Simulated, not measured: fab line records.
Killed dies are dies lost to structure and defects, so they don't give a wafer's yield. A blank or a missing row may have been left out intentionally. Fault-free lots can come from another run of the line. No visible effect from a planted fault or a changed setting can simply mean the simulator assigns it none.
Which of the tools did it? || flow gf180mcu || 18 wafers from 6 lots sampled at 3 of the route's 602 steps

== WHAT EACH GAUGE READ, for each wafer ==
GF_POLY_GATE_THK_MEAS_01.
{"lot": "L369", "measured": "day 9 02:13", "on": "film_metro-02", "POLY_GATE_CVD_00_THK (nm)": "200.5 202.4 202.1"}
{"lot": "L371", "measured": "day 9 13:59", "on": "film_metro-02", "POLY_GATE_CVD_00_THK (nm)": "199.6 199.5 199.3"}
{"lot": "L374", "measured": "day 10 13:38", "on": "film_metro-01", "POLY_GATE_CVD_00_THK (nm)": "202.8 202.7 200.0"}
{"lot": "L377", "measured": "day 11 13:29", "on": "film_metro-02", "POLY_GATE_CVD_00_THK (nm)": "403.9 404.8 403.6"}
{"lot": "L379", "measured": "day 12 05:41", "on": "film_metro-02", "POLY_GATE_CVD_00_THK (nm)": "200.6 200.3 200.3"}
{"lot": "L382", "measured": "day 13 01:40", "on": "film_metro-04", "POLY_GATE_CVD_00_THK (nm)": "404.6 403.2 401.9"}

== WHAT TOOL EACH LOT RAN ON (gives the tool, then ch and the chambers of the sampled wafers, and finally the start) ==
{"lot": "L369", "GF_NWELL_STRIP_10": "plasma_asher-03 ch 0,1, day 3 18:59", "GF_POLY_GATE_CVD_00": "lpcvd-01 ch 0, day 9 00:13"}
{"lot": "L371", "GF_NWELL_STRIP_10": "plasma_asher-03 ch 0,1, day 4 04:56", "GF_POLY_GATE_CVD_00": "lpcvd-01 ch 1, day 9 12:37"}
{"lot": "L374", "GF_NWELL_STRIP_10": "plasma_asher-01 ch 0,1, day 4 23:02", "GF_POLY_GATE_CVD_00": "lpcvd-02 ch 0, day 10 12:19"}
{"lot": "L377", "GF_NWELL_STRIP_10": "plasma_asher-03 ch 0,1, day 5 14:29", "GF_POLY_GATE_CVD_00": "lpcvd-02 ch 1, day 11 09:23"}
{"lot": "L379", "GF_NWELL_STRIP_10": "plasma_asher-01 ch 0,1, day 6 04:30", "GF_POLY_GATE_CVD_00": "lpcvd-01 ch 0, day 12 04:21"}
{"lot": "L382", "GF_NWELL_STRIP_10": "plasma_asher-02 ch 0,1, day 6 19:32", "GF_POLY_GATE_CVD_00": "lpcvd-01 ch 0, day 12 22:49"}
- GF_NWELL_STRIP_10: strips in O2/N2.
- GF_POLY_GATE_CVD_00: deposits poly-Si, target thk 200 nm, time 1200 s.

== THE ANSWER, worked out from the rows above alone ==
Rule: what is usual is taken from the lots themselves. Put in order of their means at a reading, lots are off if they are a third of the lots or fewer, leave a main group of 4 or more, and stand apart from it by a gap of 3 or more times the standard deviation of the main group's means; of several such gaps the widest counts. A main group whose means are all the same, to the digits that the tables above print for the reading, isn't used. A lot without any number at a reading at which 4 lots or more have one is off too. The other lots that the step has rows for count as sound.
Off: L377, L382, seen at GF_POLY_GATE_THK_MEAS_01 (POLY_GATE_CVD_00_THK). Mean 200.8 nm and standard deviation 0.97 in the main group.
If a tool, at a process step before that reading, ran all the lots that are off and no sound lot after the first of them, it fits. Those tools and the gauges at GF_POLY_GATE_THK_MEAS_01 are tried in the same way. Not one of the candidates tried fits.

== WHAT WAS PUT IN BY THE SIMULATOR ==
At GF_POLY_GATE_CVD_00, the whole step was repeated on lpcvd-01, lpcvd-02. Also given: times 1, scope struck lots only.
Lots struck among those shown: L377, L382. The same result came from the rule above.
